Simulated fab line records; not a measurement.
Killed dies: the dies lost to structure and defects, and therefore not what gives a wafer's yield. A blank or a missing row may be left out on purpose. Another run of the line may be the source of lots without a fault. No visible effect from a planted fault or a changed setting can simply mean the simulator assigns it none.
Chamber matching ; flow gf180mcu ; GF_V3_ETCH_16 on rie-diel-04 has 4 sister chambers
The step etches BARC in N2/H2. 8 wafers are shown with their chamber, then 10 later ones without.

## EACH WAFER AND ITS CHAMBER
wafer;chamber;drypump-motor-current-A (A);throttle-valve-pct (%)
L085.1;1;5.5;13.222
L085.4;2;6.5;13.208
L086.1;1;5.6;13.235
L086.2;0;5.8;13.222
L088.5;3;5.3;13.226
L088.6;2;6.5;13.224
L090.2;0;5.8;13.206
L090.3;3;5.3;13.232

## WAFERS WITHOUT THEIR CHAMBER
wafer;drypump-motor-current-A (A);throttle-valve-pct (%)
L090.6;5.3;13.220
L095.1;6.5;13.242
L095.4;5.3;13.229
L095.5;5.6;13.230
L096.2;6.6;13.208
L096.4;5.3;13.225
L096.5;5.8;13.220
L097.1;6.5;13.217
L097.2;5.8;13.229
L097.3;5.3;13.226

## WHICH CHAMBER EACH WENT THROUGH
wafer;from the rows above;in truth
L090.6;3;3
L095.1;2;2
L095.4;3;3
L095.5;1;1
L096.2;2;2
L096.4;3;3
L096.5;0;0
L097.1;2;2
L097.2;0;0
L097.3;3;3
Placed correctly: 10 of 10. Number that these rows cannot place: 0. Placed wrongly: 0.
How it was worked out, from the rows above alone: a wafer's distance from a chamber is the root of the sum, over the readings, of the square of ((its reading less the chamber's mean) divided by the reading's scatter). If the next closest chamber is less than 2 further off than the closest, the wafer can't be placed; otherwise it belongs to the closest. For every chamber, the mean is computed from those of its wafers that are shown. The scatter is the square root of a quotient: the sum, over the shown wafers, of each reading's squared deviation from its chamber's mean, divided by wafers minus chambers.
